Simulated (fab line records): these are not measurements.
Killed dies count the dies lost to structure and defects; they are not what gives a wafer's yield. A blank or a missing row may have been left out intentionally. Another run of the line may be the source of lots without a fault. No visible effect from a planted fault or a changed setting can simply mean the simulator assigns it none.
The same fault as seen by 2 desks + flow sky130 + every desk sees just its own numbers, and what lay behind them comes last

AT THE METROLOGY DESK
What the gauges read for every lot (on any tool): the sampled wafers with a number, averaged. Any lot whose mean is over 4 standard deviations away from the usual mean is out of limits and marked OUT; that distance is given in the brackets.
Columns: A = LDD_HVN_TW at SKY_LDD_HVN_TW_MEAS_10, usual 1433; B = cd_nm at SKY_POLY_CUT_CD_MEAS_08, usual 270.1 nm; C = LI_CONTACT_BOW at SKY_LI_CONTACT_BOW_MEAS_03, usual 56 um; D = CONTACT_CVD_00_THK at SKY_CONTACT_THK_MEAS_01, usual 74.8 nm
| lot  | first seen here | A    | B     | C  | D               |
|------|-----------------|------|-------|----|-----------------|
| L950 | day 21 18:13    | 1452 | 269.1 | 63 | 75.2            |
| L951 | day 21 23:56    | 1454 | 271.3 | 56 | 74.0            |
| L952 | day 22 14:30    | 1434 | 270.9 | 59 | 75.2            |
| L955 | day 23 06:22    | 1432 | 267.7 | 56 | 66.8 (-9.6) OUT |
| L957 | day 24 01:57    | 1437 | 272.3 | 61 | 50.0 (-30) OUT  |
| L959 | day 24 18:35    | 1441 | 269.8 | 52 | 74.8            |
| L963 | day 26 17:27    | 1418 | 270.8 | 62 | 75.0            |
| L964 | day 26 20:12    | 1424 | 271.5 | 50 | 74.6            |
| L965 | day 27 02:37    | 1433 | 268.5 | 57 | 75.2            |
| L967 | day 27 08:42    | 1430 | 271.0 | 54 | 74.8            |
| L969 | day 28 05:04    | 1426 | 270.0 | 46 | 75.2            |
| L970 | day 28 11:54    | 1442 | 270.7 | 52 | 74.2            |
Per this desk, out of limits: L955, L957; the first was L955, day 33 01:04 (CONTACT_CVD_00_THK at SKY_CONTACT_THK_MEAS_01). L950, L951, L952, L959, L963, L964, L965, L967, L969, L970 stayed within limits.

TOOL OWNER'S DESK, pecvd-03
The tool's own readings at SKY_CONTACT_CVD_00 (deposits Si3N4, target thk 75 nm): means of the sampled wafers that have a number, for each lot that ran on this tool. Any lot whose mean is over 4 standard deviations away from the usual mean is out of limits and marked OUT; that distance is given in the brackets.
Columns: A = heater_power_w at SKY_CONTACT_CVD_00, usual 749 W
| lot  | first seen here | A   |
|------|-----------------|-----|
| L950 | day 31 14:29    | 849 |
| L955 | day 33 01:02    | 877 |
| L957 | day 33 18:29    | 840 |
| L965 | day 36 11:10    | 879 |
| L967 | day 36 17:56    | 811 |
This desk's finding: nothing out of limits on any of the 5 lots.

TAKEN TOGETHER
L955, L957 would have let the metrology desk raise an alarm at day 33 01:04.
The tool owner's desk saw nothing out of limits.
Tool owner's desk: L955, L957 on record, inside its limits.
All the named lots went through SKY_CONTACT_CVD_00 on pecvd-03.

WHAT HAD BEEN PUT IN BY THE SIMULATOR
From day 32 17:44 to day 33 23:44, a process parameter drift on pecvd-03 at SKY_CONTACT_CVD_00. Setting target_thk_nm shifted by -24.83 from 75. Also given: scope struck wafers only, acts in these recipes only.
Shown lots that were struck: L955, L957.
Time in hours between the start of the fault and the first out-of-limits reading at each desk: metrology desk, 7.
